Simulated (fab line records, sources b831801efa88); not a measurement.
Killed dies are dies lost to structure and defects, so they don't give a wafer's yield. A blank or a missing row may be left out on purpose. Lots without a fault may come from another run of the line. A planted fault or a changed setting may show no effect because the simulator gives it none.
Problem report in the 8D (eight disciplines) form, filled by code | flow gf180mcu | the parts of the form that need people (team, actions taken, sign-off) are left out

1. THE PROBLEM
oes_product_au at GF_TOP_METAL_METAL_ETCH_16 reads a mean of 0.916 a.u. on 6 wafers of 2 lots; wafers without a fault read 0.992 a.u. with a standard deviation of 0.0052. That is -15 standard deviations from the usual mean.
The step: etches the open film in Cl2/BCl3, stops on SiO2, target depth 1197 nm, time 199.5 s.
First seen on wafer L159.1, day 34 01:34, on rie_metal-02. The record holds 36 wafers of 12 lots with a number at this step. Rule for "out", or "out of limits": more than 4 standard deviations from the usual mean. The other wafers with a number count as sound.

2. WHAT IT IS AND WHAT IT IS NOT
question                    | is                                 | is not
which readings at this step | oes_product_au, throttle_valve_pct | drypump_motor_current_A, mfc_cl2_sccm
which lots                  | L159, L160                         | L137, L139, L140, L143, L144, L147, L148, L149, L150, L157
which wafers of those lots  | all that have a number             | -
read on which tools         | rie_metal-02                       | rie_metal-01, rie_metal-03
when                        | from day 34 01:34                  | up to then (30 sound wafers)

3. SUSPECTS, AND WHAT RULES EACH OUT
Counting: a tool at a process step up to the reading stays a suspect if it ran every lot that is out and no sound lot after the first of them.
- rie_metal-04 at GF_M5_METAL_ETCH_10 (etches the open film in Cl2/BCl3, stops on SiO2, target depth 750.8 nm, time 125.1 s): kept. It ran every lot that is out, first L159 (day 32 15:23), and no sound lot after that; its last sound lot up to then is L150 (day 30 06:05).
- rie_metal-02 at GF_TOP_METAL_METAL_ETCH_16 (etches the open film in Cl2/BCl3, stops on SiO2, target depth 1197 nm, time 199.5 s): kept. It ran every lot that is out, first L159 (day 34 01:34), and no sound lot after that; its last sound lot up to then is L157 (day 33 15:23). Its own readings are out on those wafers: oes_product_au, throttle_valve_pct.
Left after counting: rie_metal-04 at GF_M5_METAL_ETCH_10, rie_metal-02 at GF_TOP_METAL_METAL_ETCH_16.

4. THE CAUSE (what the simulator had put in)
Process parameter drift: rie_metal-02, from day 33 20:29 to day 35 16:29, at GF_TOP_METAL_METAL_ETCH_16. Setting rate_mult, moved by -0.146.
Counting left 2 suspects, and this tool is among them.

5. THE CHAIN OF EFFECTS, in route order
Each row: a reading whose mean over the struck wafers that have a number lies more than 3 standard deviations from the usual. Only readings for which the record gives a usual standard deviation are gone through. hours: the time from each lot's start at the first step in this table that gives one to its start at this step, as a median over the lots. sigmas: the change in usual standard deviations.
hours | step                       | reading                  | usual      | on struck wafers | change | sigmas
0     | GF_TOP_METAL_METAL_ETCH_16 | oes_product_au           | 0.992 a.u. | 0.916            | -0.076 | -15
0     | GF_TOP_METAL_METAL_ETCH_16 | throttle_valve_pct       | 28.229 %   | 28.317           | +0.088 | +8.9
0     | GF_TOP_METAL_STRIP_17      | strip_time_to_endpoint_s | 12.86 s    | 13.60            | +0.74  | +12
The process steps in it:
- GF_TOP_METAL_METAL_ETCH_16: etches the open film in Cl2/BCl3, stops on SiO2, target depth 1197 nm, time 199.5 s.
- GF_TOP_METAL_STRIP_17: strips in O2/N2.

6. WHAT WOULD HAVE CAUGHT IT SOONER
In this record the first reading out of limits was taken at day 34 01:34, 5 hours after the fault began at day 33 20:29.
